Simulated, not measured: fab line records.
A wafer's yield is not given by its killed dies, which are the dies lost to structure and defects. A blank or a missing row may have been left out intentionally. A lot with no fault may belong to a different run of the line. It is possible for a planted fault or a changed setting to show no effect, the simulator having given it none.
fab line records -- flow sky130
record: lots: 5, wafers: 15, last-day: 52
route steps=708 shown METAL3@561 VIA3@573 PAD_OPEN@708
lots that met no fault: taken from a fault-free run of the same line
start-h: start of the lot's first displayed wafer, in hours after the record's first day -- wait-h: how many hours have passed since the lot's step before this one -- " same as the row above -- L1.1+2: several wafers, shown together as one row -- - no value, or no start was given -- * or withheld: withheld -- < > ~ a bound
route shown NAME@n: a module of which the file shows steps, and the number in the route of the first -- usual: mean/standard deviation of fault-free wafers -- same: alike in all rows -- chamber/n: place in a boat -- sites: readings site by site -- _std_site: their standard deviation -- _edge_site: outer sites' mean less inner sites' -- radius-mm: for every site, how far away it sits from the centre of the wafer -- mask NAME#n: copy n -- behind: the last tool/chamber to shape the wafer -- hold: what put the lot on hold/how long, in hours/how the hold closed -- device: names the non-switching transistor (n, p or np) -- end of line: tests of these same wafers at the route's end -- step lacking rows: just its recipe -- killed: at the first sort, the dies lost to defects and structure; wafer yield is something else -- map: the dies of a wafer, with x for killed, . for not killed, _ for no die there
set.NAME: setting as actually run; set.NAME@STEP: the setting as run at that earlier step -- model.NAME: the simulator's own value behind a step, which no gauge read
lots at some steps of the route; a table a step, a row a wafer
services: when a tool's chamber went out of use (start-h, in hours from the record's first day, below 0 if earlier), for how many hours, and the reason
== steps ==
step: SKY_METAL3_PEB_11
recipe: peb-temp-c: withheld, peb-time-s: withheld, resist: KrF-thick
step: SKY_METAL3_DEVELOP_12
recipe: develop-time-s: 60, resist: KrF-thick, dev-temp-c: 21
step: SKY_METAL3_CD_MEAS_13
recipe: target-cd-nm: 300
usual: cd-nm: 300.9/1.4
lot.wafer,tool,chamber,start-h,wait-h,cd-nm
L460.4,cd-sem-02,-,963.56,-,299.8
L460.5,cd-sem-02,-,963.56,-,299.7
L460.6,cd-sem-02,-,963.56,-,300.3
L467.1,cd-sem-02,-,972.75,-,301.2
L467.3,cd-sem-02,-,972.75,-,302.5
L467.5,cd-sem-02,-,972.75,-,302.2
L469.1,cd-sem-02,-,1085.32,-,300.9
L469.3,cd-sem-02,-,1085.32,-,301.8
L469.6,cd-sem-02,-,1085.32,-,302.9
L473.3,cd-sem-02,-,1097.74,-,302.7
L473.5,cd-sem-02,-,1097.74,-,302.5
L473.6,cd-sem-02,-,1097.74,-,303.6
L471.2,cd-sem-02,-,1100.98,-,302.3
L471.5,cd-sem-02,-,1100.98,-,299.6
L471.6,cd-sem-02,-,1100.98,-,301.7
step: SKY_METAL3_OVL_MEAS_14
usual: METAL3_OVL: -2/5.4
lot.wafer,tool,chamber,start-h,wait-h,METAL3_OVL[nm]
L460.4,overlay-01,-,963.63,0.1,-3
L460.5,overlay-01,-,963.63,0.1,-15
L460.6,overlay-01,-,963.63,0.1,-4
L467.1,overlay-02,-,972.87,0.1,8
L467.3,overlay-02,-,972.87,0.1,9
L467.5,overlay-02,-,972.87,0.1,7
L469.1,overlay-02,-,1085.44,0.1,-3
L469.3,overlay-02,-,1085.44,0.1,1
L469.6,overlay-02,-,1085.44,0.1,-1
L473.3,overlay-02,-,1097.83,0.1,-8
L473.5,overlay-02,-,1097.83,0.1,-9
L473.6,overlay-02,-,1097.83,0.1,4
L471.2,overlay-01,-,1101.08,0.1,-5
L471.5,overlay-01,-,1101.08,0.1,0
L471.6,overlay-01,-,1101.08,0.1,-3
step: SKY_METAL3_DESCUM_15
recipe: chemistry: O2, source-power-w: 150, bias-power-w: 0, pressure-mtorr: 10, temp-c: 40, time-s: 8
usual: drypump-motor-current-A: 5.4/0.34, oes-product-au: 1.004/0.017, temp-c: 39.98/0.11
lot.wafer,tool,chamber,start-h,wait-h,drypump-motor-current-A,oes-product-au,rf-hours-counter-h,temp-c
L460.4,rie-metal-04,1,963.66,0.0,5.7,1.013,-,39.93
L460.5,rie-metal-04,1,963.66,0.0,5.7,1.018,-,40.07
L460.6,rie-metal-04,0,963.66,0.0,5.9,0.978,-,40.01
L467.1,rie-metal-04,1,972.90,0.0,5.7,1.022,3,39.93
L467.3,rie-metal-04,1,972.90,0.0,5.7,1.014,-,39.89
L467.5,rie-metal-04,0,972.90,0.0,5.9,0.981,-,39.94
L469.1,rie-metal-03,0,1085.48,0.0,5.7,1.030,21,39.95
L469.3,rie-metal-03,0,1085.48,0.0,5.7,1.006,-,40.12
L469.6,rie-metal-03,0,1085.48,0.0,5.7,1.015,-,40.13
L473.3,rie-metal-03,1,1097.86,0.0,5.0,0.990,-,40.03
L473.5,rie-metal-03,1,1097.86,0.0,5.0,0.992,-,40.07
L473.6,rie-metal-03,0,1097.86,0.0,5.7,1.023,-,40.04
L471.2,rie-metal-03,1,1101.11,0.0,5.0,0.994,3,40.06
L471.5,rie-metal-03,0,1101.11,0.0,5.7,1.029,-,39.85
L471.6,rie-metal-03,1,1101.11,0.0,5.0,0.994,-,39.95
step: SKY_METAL3_ETCH_16
recipe: chemistry: N2/H2, target: BARC, ion-energy-ev: 200, bias-w: 100, pressure-mtorr: 30, n2-flow-sccm: 100, h2-flow-sccm: 200, icp-w: 500, stop-on: SiO2, time-s: 88.2, target-depth-a: 600
usual: drypump-motor-current-A: 5.4/0.34, oes-product-au: 0.625/0.0048, throttle-valve-pct: 13.204/0.0094
lot.wafer,tool,chamber,start-h,wait-h,drypump-motor-current-A,oes-product-au,rf-hours-counter-h,throttle-valve-pct
L460.4,rie-metal-04,1,963.72,0.0,5.8,0.623,-,13.216
L460.5,rie-metal-04,1,963.72,0.0,5.8,0.618,-,13.215
L460.6,rie-metal-04,0,963.72,0.0,5.9,0.620,-,13.194
L467.1,rie-metal-04,1,972.93,0.0,5.7,0.633,3,13.195
L467.3,rie-metal-04,1,972.93,0.0,5.7,0.622,-,13.205
L467.5,rie-metal-04,0,972.93,0.0,5.9,0.623,-,13.192
L469.1,rie-metal-03,0,1085.51,0.0,5.7,0.619,21,13.204
L469.3,rie-metal-03,0,1085.51,0.0,5.7,0.623,-,13.202
L469.6,rie-metal-03,0,1085.51,0.0,5.7,0.623,-,13.195
L473.3,rie-metal-03,1,1097.92,0.0,5.0,0.631,-,13.207
L473.5,rie-metal-03,1,1097.92,0.0,5.0,0.623,-,13.218
L473.6,rie-metal-03,0,1097.92,0.0,5.7,0.631,-,13.189
L471.2,rie-metal-03,1,1101.15,0.0,5.0,0.631,3,13.198
L471.5,rie-metal-03,0,1101.15,0.0,5.7,0.617,-,13.216
L471.6,rie-metal-03,1,1101.15,0.0,5.0,0.620,-,13.196
step: SKY_METAL3_ETCH_17
recipe: target: SiO2, stop-on: TiN, chemistry: C4F8/O2/Ar, source-w: 1500, bias-w: 1200, pressure-mtorr: 40, c4f8-flow-sccm: withheld, O2_flow_sccm: 6, Ar_flow_sccm: 300, time-s: 3.9, target-depth-a: 150
usual: oes-product-au: 0.754/0.0069
lot.wafer,tool,chamber,start-h,wait-h,oes-product-au,rf-hours-counter-h
L460.4,rie-diel-02,1,963.78,0.0,0.759,17
L460.5,rie-diel-02,0,963.78,0.0,0.763,-
L460.6,rie-diel-02,1,963.78,0.0,0.750,-
L467.1,rie-diel-01,1,973.03,0.1,0.746,27
L467.3,rie-diel-01,0,973.03,0.1,0.749,16
L467.5,rie-diel-01,1,973.03,0.1,0.753,-
L469.1,rie-diel-04,0,1085.61,0.1,0.751,5
L469.3,rie-diel-04,3,1085.61,0.1,0.750,14
L469.6,rie-diel-04,3,1085.61,0.1,0.751,-
L473.3,rie-diel-02,1,1097.98,0.0,0.746,21
L473.5,rie-diel-02,2,1097.98,0.0,0.746,-
L473.6,rie-diel-02,3,1097.98,0.0,0.749,-
L471.2,rie-diel-02,2,1101.24,0.1,0.751,15
L471.5,rie-diel-02,3,1101.24,0.1,0.751,-
L471.6,rie-diel-02,0,1101.24,0.1,0.746,-
step: SKY_METAL3_METAL_ETCH_18
recipe: target-depth-a: 8450, stop-on: SiO2, over-etch-frac: 0.3, time-s: 183.1, chemistry: Cl2/BCl3, resist-sidewall-deg: 88, pressure-mtorr: 10, icp-w: 900, bias-w: 48.5, Cl2_flow_sccm: 60, bcl3-flow-sccm: 30
usual: drypump-motor-current-A: 5.4/0.34, mfc-cl2-sccm: 60.00/0.18, oes-product-au: 0.867/0.0067, throttle-valve-pct: 22.264/0.0096
lot.wafer,tool,chamber,start-h,wait-h,drypump-motor-current-A,mfc-cl2-sccm,oes-product-au,rf-hours-counter-h,throttle-valve-pct
L460.4,rie-metal-03,0,963.86,0.1,5.7,59.72,0.879,-,22.258
L460.5,rie-metal-03,0,963.86,0.1,5.7,60.00,0.870,-,22.282
L460.6,rie-metal-03,1,963.86,0.1,5.0,59.84,0.873,-,22.260
L467.1,rie-metal-01,1,973.05,0.0,5.3,59.91,0.853,14,22.261
L467.3,rie-metal-01,0,973.05,0.0,5.0,60.31,0.865,-,22.271
L467.5,rie-metal-01,1,973.05,0.0,5.3,60.09,0.866,-,22.264
L469.1,rie-metal-01,1,1085.62,0.0,5.3,60.10,0.874,19,22.257
L469.3,rie-metal-01,1,1085.62,0.0,5.2,60.15,0.865,-,22.273
L469.6,rie-metal-01,1,1085.62,0.0,5.2,59.82,0.860,-,22.265
L473.3,rie-metal-01,0,1098.06,0.1,5.1,59.87,0.867,-,22.255
L473.5,rie-metal-01,0,1098.06,0.1,5.1,60.08,0.870,-,22.269
L473.6,rie-metal-01,1,1098.06,0.1,5.3,60.01,0.860,-,22.270
L471.2,rie-metal-01,1,1101.26,0.0,5.3,59.84,0.869,21,22.266
L471.5,rie-metal-01,1,1101.26,0.0,5.3,59.85,0.870,-,22.263
L471.6,rie-metal-01,0,1101.26,0.0,5.1,60.00,0.863,-,22.251
step: SKY_METAL3_STRIP_19
recipe: chemistry: O2/N2, power-w: 1400, pressure-mtorr: 1500, platen-temp-c: withheld, o2-flow-sccm: 3000, n2-flow-sccm: 300, overash-fraction: 0.5
usual: drypump-motor-current-A: 5.58/0.28, oes-product-au: 0.502/0.0078, strip-time-to-endpoint-s: 6.53/0.15
lot.wafer,tool,chamber,start-h,wait-h,drypump-motor-current-A,oes-product-au,rf-hours-counter-h,strip-time-to-endpoint-s
L460.4,plasma-asher-01,1,964.01,0.1,5.73,0.505,-,6.51
L460.5,plasma-asher-01,0,964.01,0.1,5.92,0.502,-,6.46
L460.6,plasma-asher-01,1,964.01,0.1,5.76,0.513,-,6.79
L467.1,plasma-asher-01,0,973.23,0.1,5.93,0.494,56,6.38
L467.3,plasma-asher-01,1,973.23,0.1,5.74,0.494,-,6.45
L467.5,plasma-asher-01,1,973.23,0.1,5.77,0.497,-,6.41
L469.1,plasma-asher-04,0,1085.80,0.1,5.77,0.503,100,6.31
L469.3,plasma-asher-04,1,1085.80,0.1,5.79,0.489,-,6.29
L469.6,plasma-asher-04,1,1085.80,0.1,5.80,0.490,-,6.36
L473.3,plasma-asher-01,1,1098.21,0.1,5.74,0.499,-,6.55
L473.5,plasma-asher-01,1,1098.21,0.1,5.75,0.499,-,6.58
L473.6,plasma-asher-01,0,1098.21,0.1,5.91,0.504,-,6.48
L471.2,plasma-asher-04,0,1101.44,0.1,5.79,0.504,101,6.44
L471.5,plasma-asher-04,1,1101.44,0.1,5.79,0.502,-,6.40
L471.6,plasma-asher-04,0,1101.44,0.1,5.78,0.499,-,6.61
step: SKY_METAL3_STRIP_20
recipe: chemistry: post-etch-residue-remover, time-s: 1200, temp-c: 72.5
step: SKY_METAL3_CLEAN_21
recipe: chemistry: IPA, time-s: 180, temp-c: 25
step: SKY_METAL3_CLEAN_22
recipe: chemistry: O3/DIW, dry: n2-spin
step: SKY_VIA3_HDPCVD_00
recipe: material: SiO2, target-thk-nm: 1635, sigma-open-frac: 0.3, time-s: 272.5, temp-c: 400, sih4-flow-sccm: 60, pressure-mtorr: 6
usual: run-length-s: 300.1/0.45
lot.wafer,tool,chamber,start-h,wait-h,run-length-s,model.SiO2_of_VIA3_HDPCVD_00.thk-nm
L460.4,hdpcvd-01,2,964.65,0.1,299.4,1636
L460.5,hdpcvd-01,0,964.65,0.1,299.9,1653
L460.6,hdpcvd-01,1,964.65,0.1,300.8,1615
L467.1,hdpcvd-02,1,973.82,0.0,300.8,1619
L467.3,hdpcvd-02,0,973.82,0.0,278.2,1514
L467.5,hdpcvd-02,0,973.82,0.0,299.8,1637
L469.1,hdpcvd-02,0,1086.41,0.0,299.8,1663
L469.3,hdpcvd-02,1,1086.41,0.0,300.8,1622
L469.6,hdpcvd-02,1,1086.41,0.0,301.0,1651
L473.3,hdpcvd-01,0,1098.77,0.0,300.2,1646
L473.5,hdpcvd-01,0,1098.77,0.0,300.1,1650
L473.6,hdpcvd-01,1,1098.77,0.0,300.2,1628
L471.2,hdpcvd-02,1,1102.09,0.0,301.0,1637
L471.5,hdpcvd-02,1,1102.09,0.0,300.4,1619
L471.6,hdpcvd-02,2,1102.09,0.0,299.9,1635
step: SKY_VIA3_THK_MEAS_01
recipe: reads: SiO2_of_VIA3_HDPCVD_00
usual: VIA3_HDPCVD_THK: 1636/20
lot.wafer,tool,chamber,start-h,wait-h,VIA3_HDPCVD_THK[nm]
L460.4,film-metro-04,-,964.77,0.0,1636
L460.5,film-metro-04,-,964.77,0.0,1653
L460.6,film-metro-04,-,964.77,0.0,1615
L467.1,film-metro-04,-,973.99,0.1,1619
L467.3,film-metro-04,-,973.99,0.1,1513
L467.5,film-metro-04,-,973.99,0.1,1638
L469.1,film-metro-04,-,1086.58,0.1,1663
L469.3,film-metro-04,-,1086.58,0.1,1623
L469.6,film-metro-04,-,1086.58,0.1,1651
L473.3,film-metro-02,-,1098.96,0.1,1647
L473.5,film-metro-02,-,1098.96,0.1,1652
L473.6,film-metro-02,-,1098.96,0.1,1627
L471.2,film-metro-03,-,1102.27,0.1,1637
L471.5,film-metro-03,-,1102.27,0.1,1619
L471.6,film-metro-03,-,1102.27,0.1,1635
step: SKY_VIA3_CMP_02
recipe: material: SiO2, down-force-psi: 4, platen-rpm: 60, pad-velocity-m-s: 0.94248
step: SKY_PAD_OPEN_PROBE_99
usual: defect-limited-yield: 82.5/1.8, killed_at_M0_to_M3: 45/6.3, killed_at_M4_up: 2.8/1.6, killed-at-contacts: 24/5.1, killed-at-front-end: 14/4.4, killed-at-other: 0.4/0.73, killed-dies: 86/9, killed-open: 47/7.8, killed-short: 39/6.6, sort_bin_3_pad_short: 0.8/0.42, sort_bin_5_function: 10.3/1.4, sort_bin_6_memory: 6.3/1.2, sort-n-pass: 406/9, sort-yield-pct: 82.5/1.8
same: gross-dies: 492, killed-at-back-side: 0, sort_bin_4_leakage[%]: 0, sort_bin_8_speed[%]: 0
lot.wafer,tool,chamber,start-h,wait-h,defect-limited-yield[%],killed_at_M0_to_M3,killed_at_M4_up,killed-at-contacts,killed-at-front-end,killed-at-other,killed-dies,killed-open,killed-short,sort_bin_3_pad_short[%],sort_bin_5_function[%],sort_bin_6_memory[%],sort-n-pass,sort-yield-pct[%]
L467.1,prober-01,-,1147.54,0.1,81.3,43,3,24,20,2,92,53,39,0.6,11.0,7.1,400,81.3
L467.3,prober-01,-,1147.64,0.2,80.3,51,3,18,24,1,97,43,54,1.4,10.6,7.7,395,80.3
L467.5,prober-01,-,1147.74,0.2,84.8,41,2,21,11,0,75,38,37,0.4,9.6,5.3,417,84.8
killed by level:class
L467.1 VIA1:geometric-particle:open=9 POLY_GATE:geometric-particle:open=7 LI_CONTACT:geometric-particle:open=7 CONTACT:geometric-particle:open=7 VIA2:geometric-particle:open=7 LOCAL_INTERCONNECT:geometric-particle:short=5 VIA1:geometric-particle:short=5 METAL1:geometric-particle:short=5
L467.3 METAL1:geometric-particle:short=10 VIA2:geometric-particle:open=9 FIELD_ISO:geometric-particle:short=8 VIA1:geometric-particle:open=6 FIELD_ISO:geometric-particle:open=5 VIA1:geometric-particle:short=5 LI_CONTACT:geometric-particle:open=5 VIA3:geometric-particle:short=5
L467.5 VIA1:geometric-particle:open=11 CONTACT:geometric-particle:open=7 LOCAL_INTERCONNECT:geometric-particle:short=6 VIA2:geometric-particle:short=5 VIA2:geometric-particle:open=5 VIA3:geometric-particle:open=5 FIELD_ISO:geometric-particle:short=4 CONTACT:geometric-particle:short=4
== services ==
tool,chamber,start-h,hours,kind
hdpcvd-02,-,950.29,15.0,pm
hdpcvd-02,0,950.29,15.0,vent-cycle
hdpcvd-02,1,950.29,15.0,vent-cycle
hdpcvd-02,2,950.29,15.0,vent-cycle
rie-diel-04,-,956.41,1.5,repair
hdpcvd-02,0,965.29,-,clean
hdpcvd-02,1,965.29,-,clean
hdpcvd-02,2,965.29,-,clean
plasma-asher-01,-,977.38,12.5,repair
rie-diel-04,3,985.74,3.2,repair
rie-metal-04,-,996.06,2.8,pm
plasma-asher-04,-,1002.74,1.3,repair
rie-diel-01,1,1004.00,16.7,repair
hdpcvd-01,-,1005.28,0.8,repair
rie-metal-03,0,1016.75,12.1,repair
plasma-asher-01,-,1021.66,14.6,pm
rie-metal-01,-,1038.66,0.5,repair
rie-diel-01,1,1046.82,-,clean
rie-metal-03,1,1056.78,-,clean
rie-metal-03,1,1056.78,20.1,scheduled-down
rie-metal-03,1,1056.78,20.1,vent-cycle
rie-diel-01,-,1070.12,2.8,pm
rie-metal-04,-,1082.36,14.6,pm
hdpcvd-01,-,1082.92,4.3,pm
== key ==
first-sign: step: SKY_VIA3_HDPCVD_00, reading: run-length-s, direction: down, sigmas: 49, usual: *, struck: *
effect: step: SKY_VIA3_THK_MEAS_01, reading: VIA3_HDPCVD_THK, direction: down, sigmas: 6.3, usual: 1636, struck: 1513
model-effect: step: SKY_VIA3_HDPCVD_00, value: SiO2_of_VIA3_HDPCVD_00.thk-nm, without: 1643, struck: 1514
met-at SKY_VIA3_HDPCVD_00
struck-wafers L467.3
fault: kind: process-parameter-drift, tool: hdpcvd-02, chamber: -, onset-h: 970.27, steps: SKY_VIA3_HDPCVD_00, channel: time-s, offset: *, shape: step, end-h: 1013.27, scope: struck-wafers-only, acts-in: *, stated: *
